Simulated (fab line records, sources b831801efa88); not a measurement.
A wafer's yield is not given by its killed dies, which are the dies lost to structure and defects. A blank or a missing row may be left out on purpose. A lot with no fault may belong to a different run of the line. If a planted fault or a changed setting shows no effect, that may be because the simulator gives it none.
A lot that was struck, set against a sound lot || flow sky130 || 15 steps out of a route of 708
Sound: the wafers L644.2, L644.3, L644.4. Struck: wafers L650.1, L650.2, L650.6. At the end, the cause is stated.
At each step with rows: each side's tool, then ch and its chambers, then its first start. Under that, the readings that differ: sound wafers || struck wafers || difference of the means || sigmas: that difference in standard deviations of wafers without a fault.
alike: a reading whose means differ by less than 2 such deviations, as well as words and numbers matching on both sides. not compared: withheld readings; readings where some wafer has no value; bounds like >300 that might hide an equal value; numbers whose values overlap and for which the record gives no deviation.
A row with sigmas, a row that says differs or no value, or rows on one side alone: a step with any of these is where the two part. When numbers do not overlap yet have no deviation, they are printed without sigmas and do not part them. A reading missing from all wafers of one side parts the sides only when that side holds two or more wafers.

first, 8 steps without rows for these wafers: SKY_POLY_GATE_DEHYDRATE_05 (time 60 s); SKY_POLY_GATE_HMDS_06 (prime time 60 s); SKY_POLY_GATE_COAT_07 (resist thk 110 nm); SKY_POLY_GATE_COAT_08 (resist thk 450 nm); SKY_POLY_GATE_SOFTBAKE_09 (time 90 s); SKY_POLY_GATE_EXPOSE_10 (exposes mask P1M, target cd 150 nm); SKY_POLY_GATE_PEB_11; SKY_POLY_GATE_DEVELOP_12 (develop time 60 s).
SKY_POLY_GATE_CD_MEAS_13 targets a cd of 150 nm.
  sound on cd sem-02, day 17 00:03; struck on cd sem-02, day 19 06:41
  alike: cd nm
SKY_POLY_GATE_OVL_MEAS_14:
  sound on overlay-01, day 17 00:10; struck on overlay-01, day 19 06:48
  alike: POLY_GATE_OVL
SKY_POLY_GATE_ETCH_15: etches BARC in N2/H2, stops on SiO2, time 118.5 s, target depth 110 nm.
  sound on rie diel-01 ch 0,1,2, day 17 00:11; struck on rie diel-01 ch 1,3, day 19 06:50
  alike: drypump motor current A, oes product au, run length s, throttle valve pct
  not compared: rf hours counter h
SKY_POLY_GATE_ETCH_16: etches Si3N4 in CH3F/O2, stops on poly-Si, time 147.5 s, target depth 75 nm.
  sound on rie diel-01 ch 0,1,2, day 17 00:16; struck on rie diel-01 ch 1,3, day 19 06:55
  alike: drypump motor current A, oes product au, run length s, throttle valve pct
  not compared: rf hours counter h
SKY_POLY_GATE_ETCH_17: etches poly-Si in HBr/Cl2, stops on SiO2, target depth 180 nm, time 70.5 s.
  sound on rie si-01 ch 0,1,3, day 17 00:22; struck on rie si-01 ch 1,2, day 19 07:01
{"reading": "oes product au (a.u.)", "sound": "0.972 0.984 0.985", "struck": "0.967 0.969 0.966", "difference": -0.013, "sigmas": -2}
{"reading": "run length s (s)", "sound": "99.1 98.9 98.6", "struck": "100.7 101.1 100.5", "difference": "+1.9", "sigmas": "+4"}
{"reading": "model.POLY_GATE.feature depth nm (nm)", "sound": "176.7 178.5 176.9", "struck": "179.2 178.7 179", "difference": "+1.6", "sigmas": ""}
{"reading": "model.etch.depth nm (nm)", "sound": "176.7 178.5 176.9", "struck": "179.2 178.6 178.9", "difference": "+1.5", "sigmas": ""}
  alike: drypump motor current A, throttle valve pct
  not compared: rf hours counter h, model.SiO2_of_SONOS_ONO_CVD_04.thk nm
SKY_POLY_GATE_STRIP_18: strips in O2/N2.
  sound on plasma asher-03 ch 0,1, day 17 00:25; struck on plasma asher-01 ch 0,1, day 19 07:04
{"reading": "oes product au (a.u.)", "sound": "0.372 0.364 0.362", "struck": "0.354 0.356 0.348", "difference": -0.013, "sigmas": -3}
  alike: drypump motor current A, strip time to endpoint s
  not compared: rf hours counter h
-- record jumps: 29 days separate the struck wafers' starts on either side; left off in module POLY_GATE, taken up again in module PAD_OPEN, whose first shown step is the route's number 708 --
SKY_PAD_OPEN_PROBE_99:
  only the struck wafers here have rows in the record (prober-02, day 47 20:01); the sound ones have none

## WHERE THEY PART
First at SKY_POLY_GATE_ETCH_17; last, within this record, at SKY_PAD_OPEN_PROBE_99.

WHY: what the simulator had put in
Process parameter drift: rie si-01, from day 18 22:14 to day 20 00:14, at SKY_POLY_GATE_ETCH_17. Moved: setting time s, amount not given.
